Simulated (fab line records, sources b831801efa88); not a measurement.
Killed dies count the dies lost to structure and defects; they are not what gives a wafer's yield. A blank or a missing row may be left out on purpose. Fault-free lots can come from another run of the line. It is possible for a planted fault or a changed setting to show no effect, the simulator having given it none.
The same fault as seen by 2 desks -- flow sky130 -- what lay behind the numbers comes last; until then each desk has only its own

== DESK OF THE TOOL OWNER: cvd_w-02 ==
The tool's own readings at SKY_CONTACT_CVD_24 (deposits W, target thk 340 nm, time 102.12 s): means of the sampled wafers that have a number, for each lot that ran on this tool. If a lot's mean is further than 4 standard deviations from the usual mean, the lot is out of limits and carries the mark OUT (the distance appears in the brackets).
Columns: A = heater_power_w at SKY_CONTACT_CVD_24, usual 954 W
lot,first seen here,A
L927,day 32 21:44,1015
L928,day 33 05:22,1003
L930,day 33 11:57,1021
L938,day 36 01:01,1001
L940,day 37 00:49,952
L948,day 40 00:05,955
L946,day 40 03:35,963
Finding of this desk: none of the 7 lots has anything out of limits.

== THE METROLOGY DESK ==
Lot by lot, what the gauges showed, no matter which tool ran the lot: averages of those sampled wafers that carry a number. If a lot's mean is further than 4 standard deviations from the usual mean, the lot is out of limits and carries the mark OUT (the distance appears in the brackets).
Columns: A = CAP2M_OVL at SKY_CAP2M_OVL_MEAS_12, usual -0.2 nm; B = PAD_OPEN_BOW at SKY_PAD_OPEN_BOW_MEAS_13, usual 50 um
lot,first seen here,A,B
L925,day 40 20:48,0.6,52
L927,day 41 20:28,0.1,51
L926,day 41 22:53,-1.1,52
L929,day 42 03:51,1.0,52
L928,day 42 04:09,-2.0,54
L930,day 42 09:41,0.1,40
L931,day 42 10:34,-0.8,52
L938,day 44 14:12,0.3,38
L940,day 45 12:10,-2.8,46
L943,day 45 23:50,-1.0,42
L944,day 46 08:39,-0.3,55
L947,day 47 18:29,-0.1,35
L948,day 47 21:23,-1.4,54
L946,day 47 23:57,-2.5,51
Finding of this desk: none of the 14 lots has anything out of limits.

== ALL TOGETHER ==
The tool owner's desk saw nothing out of limits.
From the metrology desk's view, nothing was out of limits.

== WHAT THE SIMULATOR HAD PUT IN ==
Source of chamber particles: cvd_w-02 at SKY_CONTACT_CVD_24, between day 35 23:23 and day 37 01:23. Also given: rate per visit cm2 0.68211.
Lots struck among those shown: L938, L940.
